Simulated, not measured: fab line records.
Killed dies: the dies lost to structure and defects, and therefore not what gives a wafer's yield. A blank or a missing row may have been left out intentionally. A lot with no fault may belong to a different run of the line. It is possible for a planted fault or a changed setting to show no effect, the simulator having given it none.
Which of the tools did it?	flow gf180mcu	13 lots with 39 wafers sampled at 2 steps, on a route of 602 steps

## WHAT THE GAUGES READ, wafer by wafer
GF_V4_OVL_MEAS_15.
lot	measured	on	V4_OVL (nm)
L347	day 24 08:14	overlay-01	5 -4 4
L348	day 24 18:41	overlay-02	-4 1 6
L349	day 24 23:59	overlay-01	1 0 7
L350	day 25 14:42	overlay-02	-3 0 -1
L351	day 25 21:47	overlay-02	-3 2 5
L352	day 26 04:23	overlay-01	-7 1 -3
L354	day 26 18:17	overlay-01	-1 6 0
L355	day 27 06:38	overlay-01	1 0 -3
L356	day 27 09:12	overlay-02	-4 -2 -2
L364	day 29 20:01	overlay-02	0 4 3
L367	day 30 14:04	overlay-02	1 1 0
L368	day 30 22:35	overlay-01	-4 -2 -6
L369	day 31 04:25	overlay-01	-3 -1 -3

## WHAT TOOL EACH LOT RAN ON (gives the tool, then ch and the chambers of the sampled wafers, and finally the start)
lot	GF_V3_CMP_04
L347	cmp-02 ch 0,3, day 21 07:22
L348	cmp-01 ch 1,2,3, day 21 17:49
L349	cmp-01 ch 0,2,3, day 22 00:25
L350	cmp-01 ch 0,1,3, day 22 17:00
L351	cmp-02 ch 1,2, day 22 23:47
L352	cmp-02 ch 0,1,3, day 23 06:02
L354	cmp-02 ch 0,2,3, day 23 23:41
L355	cmp-02 ch 2,3, day 24 13:05
L356	cmp-02 ch 1,2,3, day 24 14:26
L364	cmp-01 ch 0,1,2, day 27 06:45
L367	cmp-01 ch 1,2,3, day 28 02:10
L368	cmp-02 ch 1,2,3, day 28 10:55
L369	cmp-01 ch 2,3, day 28 16:32
- GF_V3_CMP_04: polishes SiO2.

## AS READ BY THE TOOLS THEMSELVES (means over the sampled wafers that have a number; for cases with no such wafer, the mark the record gives instead)
GF_V3_CMP_04.
lot	tool	motor current A (A)	platen rpm (rpm)	time to endpoint s (s)
L347	cmp-02	11.2	59.98	88
L348	cmp-01	12.2	60.02	76
L349	cmp-01	11.9	59.99	82
L350	cmp-01	11.4	59.98	76
L351	cmp-02	13.5	60.04	80
L352	cmp-02	12.0	59.99	78
L354	cmp-02	12.0	59.97	83
L355	cmp-02	12.6	60.01	84
L356	cmp-02	13.2	60.02	76
L364	cmp-01	12.1	60.00	79
L367	cmp-01	11.7	60.01	79
L368	cmp-02	12.8	59.99	84
L369	cmp-01	12.6	59.98	81

## THE ANSWER, worked out from the rows above alone
Rule: the usual values come from the lots themselves. Put in order of their means at a reading, lots are off if they are a third of the lots or fewer, leave a main group of 4 or more, and stand apart from it by a gap of 3 or more times the standard deviation of the main group's means; of several such gaps the widest counts. If all means in a main group match to the digits the tables above print for the reading, that group is not used. A lot without any number at a reading at which 4 lots or more have one is off too. Where the step has rows for the other lots, those lots are counted as sound. The gauges are gone through in route order, then the tools' own readings, and for those a lot's mean is taken as printed above. The first step at which some lot is off is used, and at that step the reading that is off furthest; a lot without a number counts as furthest.
No lot is off on any of the readings shown, so nothing can be concluded from this.

## WHAT WAS PUT IN BY THE SIMULATOR
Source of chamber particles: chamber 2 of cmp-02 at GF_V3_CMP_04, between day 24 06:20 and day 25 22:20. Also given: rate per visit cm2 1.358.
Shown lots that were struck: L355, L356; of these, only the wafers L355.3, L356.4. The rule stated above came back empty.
